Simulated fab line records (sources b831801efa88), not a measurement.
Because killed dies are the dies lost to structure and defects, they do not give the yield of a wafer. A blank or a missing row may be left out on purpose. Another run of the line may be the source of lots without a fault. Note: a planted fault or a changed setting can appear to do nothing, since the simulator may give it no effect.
Problem report in the 8D (eight disciplines) form, filled by code || flow sky130 || the parts of the form that need people (team, actions taken, sign-off) are left out

== 1. WHAT WENT WRONG ==
Wafers without a fault read 0.715 a.u. with a standard deviation of 0.0045, while oes-product-au at SKY_LDD_LDN_STRIP_12 averages 0.925 a.u. across 3 wafers of 1 lot. That is +47 standard deviations from the usual mean.
The step: strips in O2/N2.
Seen first at day 24 23:50 on plasma-asher-02, wafer L855.4. The record holds 39 wafers of 13 lots with a number at this step. Rule for "out" (also "out of limits"): further than 4 standard deviations from the usual mean. All remaining wafers that have a number are taken as sound.

== 2. WHAT THIS IS AND IS NOT ==
{"question": "which readings at this step", "is": "oes-product-au", "is not": "drypump-motor-current-A"}
{"question": "which lots", "is": "L855", "is not": "L853, L854, L864, L865, L866, L867, L868, L869, L870, L871, L873, L874"}
{"question": "which wafers of those lots", "is": "all that have a number", "is not": "-"}
{"question": "read on which tools", "is": "plasma-asher-02", "is not": "plasma-asher-01, plasma-asher-03"}
{"question": "when", "is": "from day 24 23:50", "is not": "up to then (6 sound wafers); but 30 sound wafers of L864, L865, L866, L867, L868, L869, L870, L871, L873, L874 came after"}

== 3. THE SUSPECTS, EACH WITH WHAT RULES IT OUT ==
Counting: any tool at a process step up to the reading is kept as a suspect provided that every lot that is out went through it and no sound lot did after the first of them.
- plasma-asher-02 at SKY_LDD_LDN_STRIP_12 (strips in O2/N2): ruled out as a lasting fault. Sound lots L865, L868, L869, L870 ran on it after its first lot that is out, L855 (day 24 23:50).
Left after counting: nothing in the record.

== 4. THE CAUSE (what the simulator had put in) ==
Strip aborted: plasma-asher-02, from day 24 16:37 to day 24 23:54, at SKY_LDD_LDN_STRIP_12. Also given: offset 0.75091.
Counting ruled it out, wrongly.

== 5. THE EFFECT CHAIN, in route order ==
Each row: a reading whose mean over the struck wafers that have a number lies more than 3 standard deviations from the usual. Scope: only readings with a usual standard deviation given in the record; hours: median across lots of the time from each lot's start at the first step in this table that gives one to its start at this step; sigmas: change in usual standard deviations.
{"hours": 0, "step": "SKY_LDD_LDN_STRIP_12", "reading": "oes-product-au", "usual": "0.715 a.u.", "on struck wafers": 0.925, "change": "+0.210", "sigmas": "+47"}
{"hours": 533, "step": "SKY_PAD_OPEN_PROBE_99", "reading": "killed-at-front-end", "usual": 15, "on struck wafers": 416, "change": "+401", "sigmas": "+91"}
{"hours": 533, "step": "SKY_PAD_OPEN_PROBE_99", "reading": "killed-dies", "usual": 86, "on struck wafers": 492, "change": "+406", "sigmas": "+42"}
{"hours": 533, "step": "SKY_PAD_OPEN_PROBE_99", "reading": "killed-on-rim", "usual": 17, "on struck wafers": 96, "change": "+79", "sigmas": "+23"}
It contains these process steps:
- SKY_LDD_LDN_STRIP_12: strips in O2/N2.
- SKY_PAD_OPEN_PROBE_99
Readings that are blank on the struck wafers while sound wafers have them: strip-time-to-endpoint-s at SKY_LDD_LDN_STRIP_12.

== 6. WHAT WOULD HAVE CAUGHT IT SOONER ==
In this record no reading fell out of limits until day 24 23:50, 7 hours after the fault had begun at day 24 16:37.
